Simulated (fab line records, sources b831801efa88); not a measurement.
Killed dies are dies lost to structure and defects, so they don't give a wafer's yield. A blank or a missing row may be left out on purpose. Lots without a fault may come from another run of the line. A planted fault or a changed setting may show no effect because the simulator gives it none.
Chamber matching | flow sky130 | SKY_VIA2_ETCH_14 on rie_diel-02: 4 sister chambers
The step etches BARC in N2/H2, stops on SiO2, time 45.9 s, target depth 60 nm. 8 wafers are shown with their chamber, then 8 later ones without.

WAFERS WITH THEIR CHAMBER
wafer  | chamber | drypump_motor_current_A (A) | run_length_s (s)
L343.2 | 3       | 5.7                         | 74.5
L344.1 | 2       | 5.7                         | 74.6
L354.4 | 0       | 6.7                         | 74.3
L354.5 | 2       | 5.5                         | 74.9
L355.1 | 3       | 5.8                         | 74.5
L355.4 | 1       | 5.5                         | 73.4
L355.6 | 0       | 6.6                         | 74.2
L356.2 | 1       | 5.5                         | 73.5

WAFERS WITHOUT THEIR CHAMBER
wafer  | drypump_motor_current_A (A) | run_length_s (s)
L356.3 | 6.6                         | 74.2
L356.5 | 5.7                         | 74.6
L358.1 | 5.5                         | 74.0
L358.2 | 5.7                         | 75.3
L358.5 | 5.6                         | 74.9
L360.2 | 6.6                         | 74.2
L360.3 | 5.5                         | 73.8
L360.4 | 5.7                         | 75.3

WHICH CHAMBER EACH WENT THROUGH
wafer  | from the rows above          | in truth
L356.3 | 0                            | 0
L356.5 | can't be placed: 3 or 2      | 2
L358.1 | can't be placed: 1 or 3 or 2 | 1
L358.2 | 2                            | 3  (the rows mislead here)
L358.5 | 2                            | 2
L360.2 | 0                            | 0
L360.3 | 1                            | 1
L360.4 | 2                            | 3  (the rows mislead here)
Placed correctly: 4 of 8. Can't be placed from these rows: 2 (the true chamber is among the candidates in 2). Placed wrongly: 2.
How it was worked out, from the rows above alone: a wafer's distance from a chamber is the root of the sum, over the readings, of the square of ((its reading less the chamber's mean) divided by the reading's scatter). The wafer belongs to the nearest chamber; if the next one is less than 2 further off, it can't be placed. A chamber's mean is the mean of its shown wafers. The scatter: the root of (the sum of the squares of (reading less its chamber's mean) over the shown wafers, divided by (wafers less chambers)).
